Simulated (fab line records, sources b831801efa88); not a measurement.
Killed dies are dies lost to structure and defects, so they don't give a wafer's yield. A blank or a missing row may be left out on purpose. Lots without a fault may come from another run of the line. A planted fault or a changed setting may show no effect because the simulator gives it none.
Chamber matching | flow gf180mcu | GF_V4_CMP_04 on cmp-01: 4 sister chambers
The step polishes SiO2. 4 wafers are shown with their chamber, then 11 later ones without.

WAFERS WITH THEIR CHAMBER
wafer  | chamber | motor_current_A (A)
L082.6 | 3       | 9.7
L085.1 | 0       | 12.4
L085.3 | 2       | 10.5
L090.3 | 1       | 11.2

WAFERS WITHOUT THEIR CHAMBER
wafer  | motor_current_A (A)
L090.5 | 11.0
L090.6 | 12.1
L091.1 | 11.3
L091.3 | 12.2
L091.4 | 11.2
L092.4 | 12.9
L092.5 | 12.4
L092.6 | 9.8
L095.1 | 11.0
L095.3 | 12.3
L095.4 | 10.7

WHICH CHAMBER EACH WENT THROUGH
wafer  | from the rows above     | in truth
L090.5 | can't be placed: 1 or 2 | 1
L090.6 | 0                       | 0
L091.1 | 1                       | 1
L091.3 | 0                       | 0
L091.4 | 1                       | 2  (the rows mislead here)
L092.4 | 0                       | 0
L092.5 | 0                       | 0
L092.6 | 3                       | 3
L095.1 | can't be placed: 1 or 2 | 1
L095.3 | 0                       | 0
L095.4 | can't be placed: 2 or 1 | 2
Placed correctly: 7 of 11. Can't be placed from these rows: 3 (the true chamber is among the candidates in 3). Placed wrongly: 1.
How it was worked out, from the rows above alone: a wafer's distance from a chamber is the root of the sum, over the readings, of the square of ((its reading less the chamber's mean) divided by the reading's scatter). The wafer belongs to the nearest chamber; if the next one is less than 2 further off, it can't be placed. A chamber's mean is the mean of its shown wafers. The scatter: with one shown wafer a chamber, the root of the mean of the squares of how far each hidden wafer lies from its nearest shown one.
